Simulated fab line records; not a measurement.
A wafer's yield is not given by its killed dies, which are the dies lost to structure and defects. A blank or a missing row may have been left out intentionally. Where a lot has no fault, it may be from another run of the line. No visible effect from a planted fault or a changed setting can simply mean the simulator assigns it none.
Struck lot and sound lot, side by side / flow sky130 / 21 out of 708 route steps
Sound: wafers L618.1, L618.2, L618.6. Struck: wafers L627.2, L627.5. (L627.3 of the same lot was not struck and is left out.) The cause comes at the end.
Per side, at each step with rows, come the tool, then ch with its chambers, and then its first start. Under that, the readings that differ: sound wafers / struck wafers / difference of the means / sigmas: that difference in standard deviations of wafers without a fault.
alike: same words and numbers on both sides, and readings whose means sit less than 2 such deviations apart. not compared: any withheld reading, any reading some wafer has no value for, any bound like >300 that may hide the same value, and any number with overlapping values for which the record gives no deviation.
A row with sigmas, a row that says differs or no value, or rows on one side alone: a step with any of these is where the two part. Numbers that have no deviation but don't overlap get no sigmas and don't part them. Lack of a reading on every wafer of one side parts them only where that side has two or more wafers.

first, 8 steps without rows for these wafers: SKY_DNWELL_DEHYDRATE_00 (time 60 s); SKY_DNWELL_HMDS_01 (prime time 60 s); SKY_DNWELL_COAT_02 (resist thk 3000 nm); SKY_DNWELL_SOFTBAKE_03; SKY_DNWELL_EXPOSE_04 (exposes mask DNM, target cd 3000 nm); SKY_DNWELL_PEB_05; SKY_DNWELL_DEVELOP_06 (develop time 60 s); SKY_DNWELL_IMPLANT_07.
SKY_DNWELL_STRIP_08: strips in O2/N2.
  sound on plasma asher-02 ch 0,1, day 3 14:32; struck on plasma asher-02 ch 1, day 5 18:34
  alike: drypump motor current A, n2 flow sccm, oes product au, strip time to endpoint s
  not compared: rf hours counter h
SKY_DNWELL_TW_MEAS_09:
  struck on film metro-02, day 5 18:40; sound on film metro-04, day 3 14:38
  alike: DNWELL_TW
then, 2 steps without rows for these wafers: SKY_PWDE_DEHYDRATE_00 (time 60 s); SKY_PWDE_HMDS_01 (prime time 60 s).
SKY_PWDE_COAT_02: resist thk 3000 nm.
  sound on litho track-02 ch 0, day 3 22:16; struck on litho track-02 ch 0, day 6 03:59
reading=model.coat_of_PWDE_COAT_02.thk nm (nm); sound=3006 3003 3002; struck=1311 1308; difference=-1694; sigmas=
then, 3 steps without rows for these wafers: SKY_PWDE_SOFTBAKE_03; SKY_PWDE_EXPOSE_04 (exposes mask PWDEM, target cd 840 nm); SKY_PWDE_PEB_05.
SKY_PWDE_DEVELOP_06: develop time 60 s.
  sound on litho track-02 ch 0; struck on litho track-02 ch 0
reading=model.coat_of_PWDE_COAT_02.thk nm (nm); sound=3002 2998 2998; struck=1307 1304; difference=-1694; sigmas=
SKY_PWDE_OVL_MEAS_07:
  struck on overlay-01, day 6 13:28; sound on overlay-01, day 4 06:22
  alike: PWDE_OVL
then, 1 step without rows for these wafers: SKY_PWDE_IMPLANT_08.
SKY_PWDE_STRIP_09: strips in O2/N2.
  sound on plasma asher-01 ch 0,1, day 4 06:33; struck on plasma asher-03 ch 0,1, day 6 13:39
reading=strip time to endpoint s (s); sound=36.99 36.94 36.93; struck=17.16 17.14; difference=-19.80; sigmas=-99 or more
  alike: drypump motor current A, n2 flow sccm, oes product au
  not compared: rf hours counter h
SKY_PWDE_TW_MEAS_10:
  struck on film metro-02, day 6 13:46; sound on film metro-01, day 4 06:39
  alike: PWDE_TW

== WHERE THEY PART ==
Only at SKY_PWDE_STRIP_09, as far as this record shows. Later steps at which nothing parts them and some readings are alike: SKY_PWDE_TW_MEAS_10.

WHY: what had been put in by the simulator
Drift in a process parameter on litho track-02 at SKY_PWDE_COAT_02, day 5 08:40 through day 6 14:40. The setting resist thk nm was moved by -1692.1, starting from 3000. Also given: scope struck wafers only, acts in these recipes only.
